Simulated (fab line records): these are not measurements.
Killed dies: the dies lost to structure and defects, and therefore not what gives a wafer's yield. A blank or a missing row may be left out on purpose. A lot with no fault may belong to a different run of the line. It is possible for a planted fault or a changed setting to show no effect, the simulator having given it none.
Split-lot experiment	flow sfq-line	23 wafers read from 5 lots, route of 325 steps

THE SPLIT ITSELF
At SFQ_TRILAYER_R5_LITHO_EXPOSE_137 (exposes mask R5, target cd 500 nm), the setting dose-mj was moved away from the recipe's 14.4 on 9 of the 23 wafers read, by -4.7% to +4.1%. For the rest of the wafers, this setting stayed at what the recipe calls for.

FROM THE SPLIT TO THE READING: what the file shows between them, 2 steps
- SFQ_TRILAYER_R5_LITHO_PEB_139: peb time 60 s
- SFQ_TRILAYER_R5_LITHO_DEVELOP_138: time 60 s

THE READING
R5.cd-nm (the simulator's own value, which no gauge read), in nm, at SFQ_TRILAYER_R5_BARC_OPEN_METAL_ETCH_177 (etches BARC in O2, target depth 125 nm, time 41.7 s). The file does not state a usual value for it. Across the 14 wafers here that went through the recipe, the average is 500.7 nm and the standard deviation 1.3 nm.

wafer	tool, chamber at the split	dose-mj as run	against the recipe	R5.cd-nm, nm	against lot-mates on the recipe
L076.2	krf-scanner-01, 0	14.88	+3.3%	494.2	-5.9
L076.3	krf-scanner-01, 0	14.4	recipe	499.6	-
L076.4	krf-scanner-01, 0	14.88	+3.3%	495.6	-4.5
L076.5	krf-scanner-01, 0	14.88	+3.3%	495.7	-4.4
L076.6	krf-scanner-01, 0	14.4	recipe	500.6	-
L077.1	krf-scanner-01, 0	14.4	recipe	500.1	-
L077.2	krf-scanner-01, 0	14.4	recipe	501.9	-
L077.3	krf-scanner-01, 0	13.73	-4.7%	506.8	+5.9
L077.4	krf-scanner-01, 0	13.73	-4.7%	508	+7.1
L077.6	krf-scanner-01, 0	14.4	recipe	500.7	-
L079.2	krf-scanner-01, 0	14.4	recipe	499.7	-
L079.4	krf-scanner-01, 0	14.4	recipe	498.2	-
L079.6	krf-scanner-01, 0	14.4	recipe	498.5	-
L082.1	krf-scanner-01, 0	14.82	+2.9%	496.9	-4.4
L082.3	krf-scanner-01, 0	14.4	recipe	501.1	-
L082.4	krf-scanner-01, 0	14.4	recipe	501.1	-
L082.5	krf-scanner-01, 0	14.4	recipe	501.6	-
L082.6	krf-scanner-01, 0	14.82	+2.9%	496.8	-4.5
L084.1	krf-scanner-01, 0	14.4	recipe	502.8	-
L084.2	krf-scanner-01, 0	14.4	recipe	502.1	-
L084.3	krf-scanner-01, 0	14.99	+4.1%	495	-7.2
L084.4	krf-scanner-01, 0	14.99	+4.1%	494.6	-7.6
L084.5	krf-scanner-01, 0	14.4	recipe	501.8	-

FIT RESULTS
A straight line over all 23 wafers: R5.cd-nm changes by -1.48 nm for each +1% of dose-mj; r = -0.95; the points scatter about the line by 1.1 nm.
The same after taking each lot's own level away (the mean of its wafers on the recipe; 23 wafers): -1.53 nm for each +1%; r = -0.98; scatter 0.67 nm.
On that fit, the largest move of dose-mj shifts the reading by 7.1 nm.
The span of the lots' own levels, 498.80 to 502.23 nm, comes to 2.6 times the standard deviation stated above.
Consequently the slope shifts little with the lot-to-lot level, the two slopes agreeing.
Check: with one of the wafers moved furthest among these (-4.7%) left out of the fit, the line predicts +7.41 nm for it against its lot-mates. Against them it came out at +5.9 nm.

OTHER SPLITS APPLIED TO THESE WAFERS
These wafers also went through other splits before the reading. Each is held against what the fit with the lots' levels taken away leaves over:
other split on the same wafers	wafers away from the commonest value	r with R5.cd-nm (lot level and that fit taken away)
SFQ_TRILAYER_I4_DEP_PECVD_099 time-s	5	+0.29
SFQ_TRILAYER_I4_VIA_LITHO_PEB_106 peb-time-s	8	-0.24
SFQ_TRILAYER_I4_VIA_BARC_OPEN_VIA_ETCH_146 time-s	11	+0.02
SFQ_TRILAYER_JJ_TRILAYER_DEP_SPUTTER_109 power-w	8	+0.40
SFQ_TRILAYER_JJ_CE_LITHO_PEB_117 peb-time-s	5	+0.15
SFQ_TRILAYER_M5_LITHO_PEB_126 peb-time-s	6	-0.37
SFQ_TRILAYER_M5_BARC_OPEN_METAL_ETCH_161 icp-w	4	-0.01
SFQ_TRILAYER_A5B_DEP_PECVD_129 time-s	10	-0.08

THE FILE'S OWN FIT
R5.cd-nm changes by -1.55 nm for each +1% of dose-mj, r = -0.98.
